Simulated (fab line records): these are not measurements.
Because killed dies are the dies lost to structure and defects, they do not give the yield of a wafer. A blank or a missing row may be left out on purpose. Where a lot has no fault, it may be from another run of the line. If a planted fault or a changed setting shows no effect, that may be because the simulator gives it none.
Chamber matching ; flow gf180mcu ; GF_STI_CMP_25 on cmp-01 has 4 sister chambers
The step polishes, stops on Si3N4, t overpolish 33 s, target thk 524.6 nm. 4 wafers are shown with their chamber, then 7 later ones without.

== EACH WAFER AND ITS CHAMBER ==
wafer;chamber;motor_current_A (A)
L110.3;1;14.2
L112.4;2;10.5
L113.3;0;10.7
L113.4;3;12.5

== WAFERS WHOSE CHAMBER IS MISSING ==
wafer;motor_current_A (A)
L113.6;9.9
L114.2;13.4
L114.4;13.2
L114.5;13.9
L117.1;12.3
L117.3;10.5
L117.4;14.1

== WHICH CHAMBER EACH WENT THROUGH ==
wafer;from the rows above;in truth
L113.6;can't be placed: 2 or 0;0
L114.2;can't be placed: 1 or 3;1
L114.4;can't be placed: 3 or 1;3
L114.5;1;1
L117.1;3;3
L117.3;can't be placed: 2 or 0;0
L117.4;1;1
3 of 7 placed correctly. These rows do not allow placing 4 (true chamber among the candidates in 4). Placed wrongly: 0.
How it was worked out, from the rows above alone: a wafer's distance from a chamber is the root of the sum, over the readings, of the square of ((its reading less the chamber's mean) divided by the reading's scatter). The wafer belongs to the nearest chamber; if the next one is less than 2 further off, it can't be placed. Each chamber's mean is taken over the wafers shown for it. The scatter: with one shown wafer a chamber, the root of the mean of the squares of how far each hidden wafer lies from its nearest shown one.
